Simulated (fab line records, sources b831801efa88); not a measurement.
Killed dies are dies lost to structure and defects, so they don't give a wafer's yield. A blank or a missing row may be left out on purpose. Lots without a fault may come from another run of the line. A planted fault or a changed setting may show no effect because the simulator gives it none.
One fault seen from 2 desks | flow gf180mcu | each desk has only its own numbers; what lay behind them comes last

THE METROLOGY DESK
What the gauges read, lot by lot, whatever tool the lot ran on: means of the sampled wafers that have a number. A lot is out of limits, marked OUT, if its mean lies more than 4 standard deviations from the usual mean; the brackets give that distance. Of its 9 readings 7 are shown: those that lie furthest out on some lot.
Columns: A = V2_W_RS at GF_V2_RS_MEAS_24, usual 0.329 ohm/sq; B = V2_W_THK at GF_V2_THK_MEAS_25, usual 352 nm; C = M3_ALCU_THK at GF_M3_THK_MEAS_06, usual 444 nm; D = cd_nm at GF_M3_CD_MEAS_14, usual 279.6 nm; E = M3_OVL at GF_M3_OVL_MEAS_15, usual -1 nm; F = V3_CVD_00_THK at GF_V3_THK_MEAS_01, usual 600 nm; G = V3_CVD_02_THK at GF_V3_THK_MEAS_03, usual 855 nm
lot  | first seen here | A     | B   | C   | D     | E  | F   | G
L638 | day 20 16:31    | 0.325 | 359 | 448 | 279.7 | -4 | 598 | 853
L649 | day 24 18:31    | 0.328 | 354 | 442 | 278.9 | 4  | 601 | 862
L651 | day 25 09:58    | 0.327 | 357 | 442 | 277.7 | -4 | 592 | 862
L656 | day 26 22:50    | 0.326 | 358 | 448 | 279.0 | -3 | 593 | 863
L660 | day 28 10:37    | 0.329 | 346 | 443 | 279.2 | -1 | 593 | 849
This desk's finding: nothing out of limits on any of the 5 lots.

THE TOOL OWNER'S DESK: pvd_sputter-03
The tool's own readings at GF_M3_SPUTTER_04 (material TiN, target thk 50 nm, time 41.7 s): means of the sampled wafers that have a number, for each lot that ran on this tool. A lot is out of limits, marked OUT, if its mean lies more than 4 standard deviations from the usual mean; the brackets give that distance.
Columns: A = throttle_valve_pct at GF_M3_SPUTTER_04, usual 29.3 %
lot  | first seen here | A
L651 | day 25 10:35    | 29.1
L660 | day 28 11:16    | 30.0
This desk's finding: nothing out of limits on any of the 2 lots.

PUT TOGETHER
The metrology desk saw nothing out of limits.
The tool owner's desk saw nothing out of limits.

WHAT THE SIMULATOR HAD PUT IN
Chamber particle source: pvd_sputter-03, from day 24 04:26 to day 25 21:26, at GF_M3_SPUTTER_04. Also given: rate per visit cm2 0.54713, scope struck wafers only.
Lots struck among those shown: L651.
